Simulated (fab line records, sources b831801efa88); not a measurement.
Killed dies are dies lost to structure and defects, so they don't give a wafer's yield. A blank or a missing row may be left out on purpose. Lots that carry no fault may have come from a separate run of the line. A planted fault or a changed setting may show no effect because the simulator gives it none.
Matching of chambers ; flow sky130 ; 4 sister chambers for SKY_SONOS_ONO_ETCH_15 on rie_diel-02
The step etches the open film in CHF3/O2, target depth 19.52 nm, time 7.8 s. 14 wafers are shown with their chamber, then 7 later ones without.

== WAFERS, EACH WITH ITS CHAMBER ==
wafer;chamber;drypump_motor_current_A (A);oes_product_au (a.u.);chamber_pressure_mTorr (mTorr)
L851.3;0;5.1;0.981;39.94
L851.4;2;5.7;1.002;39.93
L851.6;0;5.1;0.991;39.92
L852.1;1;5.5;0.986;39.97
L852.3;3;6.1;0.993;40.00
L852.5;0;5.1;0.976;39.99
L859.2;0;5.1;0.979;40.03
L859.5;1;5.5;0.973;40.05
L859.6;0;5.1;0.972;40.03
L868.2;1;5.5;1.009;40.03
L868.5;1;5.5;0.999;40.03
L868.6;3;6.1;1.000;40.07
L871.2;3;6.0;0.995;39.99
L871.3;1;5.5;0.968;40.00

SIGNATURES (averages over the wafers above)
reading;chamber 0;chamber 1;chamber 2;chamber 3;scatter within a chamber
drypump_motor_current_A;5.100;5.500;5.700;6.067;0.0258
oes_product_au;0.97980;0.98700;1.00200;0.99600;0.0119
chamber_pressure_mTorr;39.9820;40.0160;39.9300;40.0200;0.0424
Rule: for a wafer and a chamber, the distance is found by dividing, reading by reading, the gap between the wafer's reading and the chamber's mean by the reading's scatter, squaring, summing and taking the root. If the next closest chamber is less than 2 further off than the closest, the wafer can't be placed; otherwise it belongs to the closest. The scatter: the root of (the sum of the squares of (reading less its chamber's mean) over the shown wafers, divided by (wafers less chambers)).

== WAFERS WHOSE CHAMBER IS MISSING ==
wafer;drypump_motor_current_A (A);oes_product_au (a.u.);chamber_pressure_mTorr (mTorr)
L871.4;5.7;0.994;40.04
L872.2;5.1;0.987;40.03
L872.5;5.7;0.995;39.96
L872.6;6.1;0.985;40.04
L873.4;5.7;1.008;39.98
L873.5;5.7;1.001;39.94
L873.6;5.5;0.985;39.97

== THE CHAMBER EACH PASSED THROUGH ==
wafer;from the rows above;in truth
L871.4;2;2
L872.2;0;0
L872.5;2;2
L872.6;3;3
L873.4;2;2
L873.5;2;2
L873.6;1;1
Correctly placed: 7 of 7. Not placeable from these rows: 0. Placed wrongly: 0.
